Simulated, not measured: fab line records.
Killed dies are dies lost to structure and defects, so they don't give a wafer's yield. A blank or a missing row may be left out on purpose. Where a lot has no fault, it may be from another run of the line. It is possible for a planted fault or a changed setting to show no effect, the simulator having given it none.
fab line records	flow sky130
record lots=11	wafers=33	last_day=49
route steps=708 shown VT_ADJUST_NCORE@127 LDD_N@253 LDD_P@264 POLY_CUT@318
lots that met no fault: from a run of the same line without faults
start_h: hours from the record's first day to the start of the lot's first wafer shown	wait_h: time in hours since the lot's previous step	" the same as in the row above	L1.1+2: a row that stands for several wafers	- no value, or no start given	* or withheld: withheld	< > ~ a bound
route shown NAME@n: names a module that has steps shown in the file, with the first one's number in the route	usual: mean/standard deviation taken from wafers without a fault	same: alike in all rows	chamber/n: place in a boat	sites: each site's reading	_std_site: the standard deviation of these	_edge_site: inner sites' mean taken away from outer sites' mean	radius_mm: for every site, how far away it sits from the centre of the wafer	mask NAME#n: copy n	behind: tool/chamber where the wafer was last shaped	hold: cause of the lot's hold/its duration in hours/its outcome	device: transistor that didn't switch, given as n, p or np	end of line: the route-end tests of the same wafers	for a step that has no rows: nothing shown but its recipe	killed: dies lost to structure and defects at the first sort, not the wafer's yield	map: a wafer's dies, x killed, . not, _ none there
set.NAME: the setting that was run; set.NAME@STEP: the one run at that earlier step	model.NAME: the simulator's own value behind a step, which no gauge read
one table for each step of the route and one row for each wafer, over a sample of lots
services: a tool's chamber out of use, with start hour (start_h, from the record's first day; less than 0 if before it), hours out, and reason
## steps
# step SKY_VT_ADJUST_NCORE_OVL_MEAS_08
# usual VT_ADJUST_NCORE_OVL=-1.3/1.3
lot.wafer	tool	chamber	start_h	wait_h	VT_ADJUST_NCORE_OVL[nm]
L415.3	overlay-01	-	186.25	0.1	0.5
L415.4	"	-	"	"	0.0
L415.5	"	-	"	"	0.5
L416.2	overlay-02	-	193.29	0.1	-1.9
L416.3	"	-	"	"	0.2
L416.4	"	-	"	"	-0.7
L419.1	overlay-02	-	218.34	0.1	-2.1
L419.2	"	-	"	"	-1.5
L419.4	"	-	"	"	-2.2
L423.2	overlay-01	-	244.80	0.1	-2.8
L423.4	"	-	"	"	-1.0
L423.5	"	-	"	"	-0.2
L424.1	overlay-01	-	246.99	0.1	-2.2
L424.5	"	-	"	"	-1.2
L424.6	"	-	"	"	-2.4
L427.1	overlay-02	-	286.83	0.1	-1.8
L427.3	"	-	"	"	-2.2
L427.5	"	-	"	"	-1.3
L429.1	overlay-02	-	295.53	0.1	0.8
L429.3	"	-	"	"	0.1
L429.5	"	-	"	"	-0.6
L430.3	overlay-02	-	298.09	0.1	-3.6
L430.5	"	-	"	"	-2.8
L430.6	"	-	"	"	-3.9
L433.2	overlay-02	-	314.24	0.1	-0.3
L433.3	"	-	"	"	0.7
L433.4	"	-	"	"	-0.2
L434.3	overlay-01	-	325.00	0.1	-1.0
L434.4	"	-	"	"	-1.3
L434.5	"	-	"	"	0.1
L435.2	overlay-02	-	330.49	0.1	-1.8
L435.4	"	-	"	"	-0.5
L435.6	"	-	"	"	-0.7
# step SKY_LDD_N_STRIP_16
# recipe chemistry=O2/N2	power_w=1400	pressure_mtorr=1500	platen_temp_c=withheld	o2_flow_sccm=3000	n2_flow_sccm=300	overash_fraction=0.5
# usual drypump_motor_current_A=5.5/0.52	oes_product_au=0.407/0.0045	strip_time_to_endpoint_s=4.315/0.017
lot.wafer	tool	chamber	start_h	wait_h	drypump_motor_current_A	oes_product_au	rf_hours_counter_h	strip_time_to_endpoint_s
L415.3	plasma_asher-03	0	403.99	0.1	4.9	0.407	-	4.314
L415.4	"	1	"	"	6.0	0.403	-	4.319
L415.5	"	0	"	"	4.9	0.398	-	4.297
L416.2	plasma_asher-03	1	415.11	0.1	5.9	0.409	71	4.307
L416.3	"	0	"	"	4.9	0.409	-	4.301
L416.4	"	1	"	"	5.9	0.413	-	4.330
L419.1	plasma_asher-03	1	461.80	0.1	6.0	0.405	77	4.290
L419.2	"	0	"	"	4.9	0.401	77	4.324
L419.4	"	0	"	"	4.9	0.405	-	4.303
L424.1	plasma_asher-03	0	486.30	0.1	4.9	0.416	79	4.330
L424.5	"	1	"	"	5.9	0.413	-	4.304
L424.6	"	0	"	"	4.9	0.411	-	4.322
L423.2	plasma_asher-01	1	487.60	0.1	6.2	0.411	35	4.322
L423.4	"	1	"	"	6.3	0.409	-	4.325
L423.5	"	1	"	"	6.3	0.404	-	4.327
L427.1	plasma_asher-03	1	538.95	0.1	6.0	0.409	85	4.344
L427.3	"	1	"	"	6.0	0.408	-	4.341
L427.5	"	0	"	"	4.9	0.406	-	4.319
L429.1	plasma_asher-03	1	549.05	0.1	6.0	0.402	86	4.304
L429.3	"	1	"	"	6.0	0.412	-	4.334
L429.5	"	0	"	"	4.9	0.402	-	4.320
L430.3	plasma_asher-03	0	554.49	0.1	4.9	0.413	-	4.327
L430.5	"	1	"	"	6.0	0.403	-	4.331
L430.6	"	0	"	"	5.0	0.404	-	4.343
L433.2	plasma_asher-02	1	565.64	0.1	5.7	0.403	14	4.284
L433.3	"	0	"	"	5.7	0.412	-	4.337
L433.4	"	1	"	"	5.7	0.404	-	4.308
L434.3	plasma_asher-02	1	578.03	0.1	5.7	0.412	-	4.336
L434.4	"	0	"	"	5.7	0.408	-	4.352
L434.5	"	1	"	"	5.7	0.408	-	4.342
L435.2	plasma_asher-02	1	583.13	0.2	5.7	0.404	16	4.314
L435.4	"	1	"	"	5.7	0.410	-	4.333
L435.6	"	1	"	"	5.7	0.407	-	4.310
# step SKY_LDD_P_IMPLANT_09
# recipe species=BF2	energy_kev=25	dose_cm2=1e+13	tilt_deg=withheld
# usual end_station_pressure_torr=5.04e-06/2.7e-07
lot.wafer	tool	chamber	start_h	wait_h	end_station_pressure_torr
L415.3	implanter-04	0	434.23	0.1	5.03e-06
L415.4	"	0	"	"	4.95e-06
L415.5	"	0	"	"	5.25e-06
L416.2	implanter-02	0	447.23	0.9	4.83e-06
L416.3	"	0	"	"	4.96e-06
L416.4	"	0	"	"	4.98e-06
L419.1	implanter-03	0	491.88	0.0	5.33e-06
L419.2	"	0	"	"	4.78e-06
L419.4	"	0	"	"	5.2e-06
L424.1	implanter-02	0	516.84	0.0	5.14e-06
L424.5	"	0	"	"	4.81e-06
L424.6	"	0	"	"	4.85e-06
L423.2	implanter-02	0	518.09	0.0	5.14e-06
L423.4	"	0	"	"	4.35e-06
L423.5	"	0	"	"	4.9e-06
L427.1	implanter-04	0	568.91	0.0	5.1e-06
L427.3	"	0	"	"	5.1e-06
L427.5	"	0	"	"	5.04e-06
L429.1	implanter-02	0	578.66	0.0	4.93e-06
L429.3	"	0	"	"	5.36e-06
L429.5	"	0	"	"	5.24e-06
L430.3	implanter-02	0	584.93	0.1	5.28e-06
L430.5	"	0	"	"	5e-06
L430.6	"	0	"	"	5.31e-06
L433.2	implanter-02	0	595.19	0.0	5.17e-06
L433.3	"	0	"	"	4.94e-06
L433.4	"	0	"	"	5.1e-06
L434.3	implanter-02	0	606.86	0.1	5.12e-06
L434.4	"	0	"	"	5.5e-06
L434.5	"	0	"	"	5.1e-06
L435.2	implanter-03	0	612.09	0.0	5.38e-06
L435.4	"	0	"	"	5.13e-06
L435.6	"	0	"	"	5.54e-06
# step SKY_LDD_P_TW_MEAS_11
# usual LDD_P_TW=640/4.6
lot.wafer	tool	chamber	start_h	wait_h	hold	LDD_P_TW
L415.3	film_metro-01	-	434.45	0.1	-	632
L415.4	"	-	"	"	-	629
L415.5	"	-	"	"	-	630
L416.2	film_metro-01	-	447.46	0.1	-	638
L416.3	"	-	"	"	-	627
L416.4	"	-	"	"	-	632
L419.1	film_metro-04	-	492.13	0.1	-	645
L419.2	"	-	"	"	-	643
L419.4	"	-	"	"	-	642
L424.1	film_metro-02	-	517.09	0.1	await_dispo/0.2h/release	643
L424.5	"	-	"	"	await_dispo/0.2h/release	619
L424.6	"	-	"	"	await_dispo/0.2h/release	620
L424.1	film_metro-02	-	517.32	0.2	-	641
L424.5	"	-	"	"	-	622
L424.6	"	-	"	"	-	619
L423.2	film_metro-02	-	518.33	0.1	await_dispo/0.2h/release	622
L423.4	"	-	"	"	await_dispo/0.2h/release	643
L423.5	"	-	"	"	await_dispo/0.2h/release	619
L423.2	film_metro-02	-	518.55	0.2	-	620
L423.4	"	-	"	"	-	643
L423.5	"	-	"	"	-	621
L427.1	film_metro-04	-	569.16	0.1	-	644
L427.3	"	-	"	"	-	644
L427.5	"	-	"	"	-	640
L429.1	film_metro-01	-	578.91	0.1	-	637
L429.3	"	-	"	"	-	635
L429.5	"	-	"	"	-	634
L430.3	film_metro-04	-	585.26	0.2	-	645
L430.5	"	-	"	"	-	642
L430.6	"	-	"	"	-	644
L433.2	film_metro-01	-	595.43	0.1	-	632
L433.3	"	-	"	"	-	633
L433.4	"	-	"	"	-	638
L434.3	film_metro-01	-	607.08	0.1	-	640
L434.4	"	-	"	"	-	637
L434.5	"	-	"	"	-	639
L435.2	film_metro-02	-	612.33	0.1	-	637
L435.4	"	-	"	"	-	639
L435.6	"	-	"	"	-	640
# step SKY_POLY_CUT_ETCH_11
# recipe target=Si3N4	chemistry=CF4/CH2F2/Ar	stop_on=poly-Si	source_w=600	bias_w=150	pressure_mtorr=40	cf4_flow_sccm=40	ch2f2_flow_sccm=20	Ar_flow_sccm=150	time_s=42.5	target_depth_a=600
# usual ch2f2_flow_sccm=20.01/0.056	drypump_motor_current_A=5.7/0.37	oes_product_au=0.828/0.006	throttle_valve_pct=14.995/0.0089
lot.wafer	tool	chamber	start_h	wait_h	ch2f2_flow_sccm	drypump_motor_current_A	oes_product_au	rf_hours_counter_h	throttle_valve_pct
L415.3	rie_diel-01	2	558.02	0.0	19.96	5.8	0.833	3	14.984
L415.4	"	3	"	"	20.02	5.6	0.829	25	14.981
L415.5	"	2	"	"	19.95	5.8	0.828	-	15.003
L416.2	rie_diel-03	1	573.25	0.0	19.97	6.0	0.825	2	15.001
L416.3	"	3	"	"	19.97	6.1	0.826	4	14.987
L416.4	"	2	"	"	20.03	5.9	0.831	21	15.000
L419.1	rie_diel-01	1	613.71	0.0	20.08	5.4	0.830	11	14.989
L419.2	"	0	"	"	19.91	5.2	0.824	7	14.992
L419.4	"	2	"	"	19.99	5.8	0.818	4	14.994
L424.1	rie_diel-03	1	639.52	0.0	20.01	6.0	0.832	4	15.000
L424.5	"	2	"	"	20.05	5.9	0.828	-	15.005
L424.6	"	3	"	"	20.03	6.1	0.839	-	15.000
L423.2	rie_diel-01	3	639.70	0.0	19.94	5.6	0.819	26	14.999
L423.4	"	0	"	"	20.06	5.1	0.818	8	14.982
L423.5	"	0	"	"	20.06	5.2	0.831	-	15.006
L427.1	rie_diel-03	2	686.37	0.0	20.02	5.8	0.831	23	15.007
L427.3	"	0	"	"	20.00	5.3	0.825	12	14.996
L427.5	"	2	"	"	19.98	5.8	0.827	-	14.992
L429.1	rie_diel-03	0	696.26	0.0	19.96	5.3	0.825	12	15.002
L429.3	"	1	"	"	20.02	6.0	0.822	5	15.013
L429.5	"	2	"	"	19.96	5.9	0.832	-	14.976
L430.3	rie_diel-01	2	701.80	0.0	20.03	5.8	0.820	6	14.994
L430.5	"	0	"	"	19.97	5.2	0.822	-	14.992
L430.6	"	3	"	"	20.00	5.6	0.822	-	15.007
L433.2	rie_diel-03	2	711.85	0.0	20.06	5.9	0.837	24	14.997
L433.3	"	3	"	"	19.97	6.1	0.833	7	15.007
L433.4	"	0	"	"	20.03	5.3	0.833	13	15.002
L434.3	rie_diel-01	2	722.80	0.0	19.98	5.8	0.825	6	14.973
L434.4	"	1	"	"	20.00	5.4	0.822	13	14.990
L434.5	"	3	"	"	19.95	5.6	0.823	-	14.995
L435.2	rie_diel-02	1	729.97	0.0	19.99	5.2	0.840	4	15.010
L435.4	"	3	"	"	20.02	5.8	0.829	39	14.995
L435.6	"	1	"	"	20.01	5.2	0.830	-	15.003
## services
tool	chamber	start_h	hours	kind
implanter-04	-	407.33	1.0	repair
rie_diel-01	2	410.88	5.7	repair
plasma_asher-02	-	421.25	9.0	pm
plasma_asher-03	-	435.54	1.8	repair
rie_diel-03	3	444.11	8.2	repair
implanter-02	-	464.44	8.0	repair
rie_diel-01	1	494.15	7.5	repair
rie_diel-03	-	495.23	0.2	repair
rie_diel-01	1	533.53	11.4	repair
rie_diel-03	1	535.09	16.9	repair
rie_diel-03	2	555.82	1.7	repair
rie_diel-03	1	560.93	6.3	repair
rie_diel-01	-	562.10	1.2	repair
plasma_asher-03	-	574.51	13.9	repair
rie_diel-01	-	585.74	4.0	pm
rie_diel-03	0	602.51	12.8	repair
rie_diel-03	-	623.56	0.6	repair
rie_diel-01	3	627.22	2.5	repair
plasma_asher-02	-	638.97	0.8	repair
plasma_asher-02	-	644.50	14.6	pm
implanter-02	-	653.01	4.0	pm
rie_diel-03	-	666.35	0.1	repair
implanter-02	-	678.81	3.9	repair
rie_diel-01	1	690.45	15.3	repair
## key
first_sign step=SKY_LDD_P_TW_MEAS_11	reading=visit	direction=added
effect step=SKY_LDD_P_TW_MEAS_11	reading=LDD_P_TW	direction=down	sigmas=4.3	usual=640	struck=620
met_at SKY_LDD_P_IMPLANT_09
struck_lots L423,L424
struck_wafers L423.2,L423.5,L424.5,L424.6
tester_left_out L423,L424
not_acting_at SKY_VT_ADJUST_NCORE_OVL_MEAS_08,SKY_LDD_N_STRIP_16,SKY_POLY_CUT_ETCH_11
onset_between 447.23 516.84
fault kind=process_parameter_drift	tool=implanter-02	chamber=-	onset_h=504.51	steps=SKY_LDD_P_IMPLANT_09	channel=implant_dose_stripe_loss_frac	offset=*	shape=step	end_h=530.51	scope=struck_wafers_only
# tester_left_out: of these lots the tester's yield and bins aren't shown, on N5 and GAA mostly nor the transistor test; their killed dies are dies lost to structure and defects alone, not to doping, threshold or leakage, so they don't give the yield
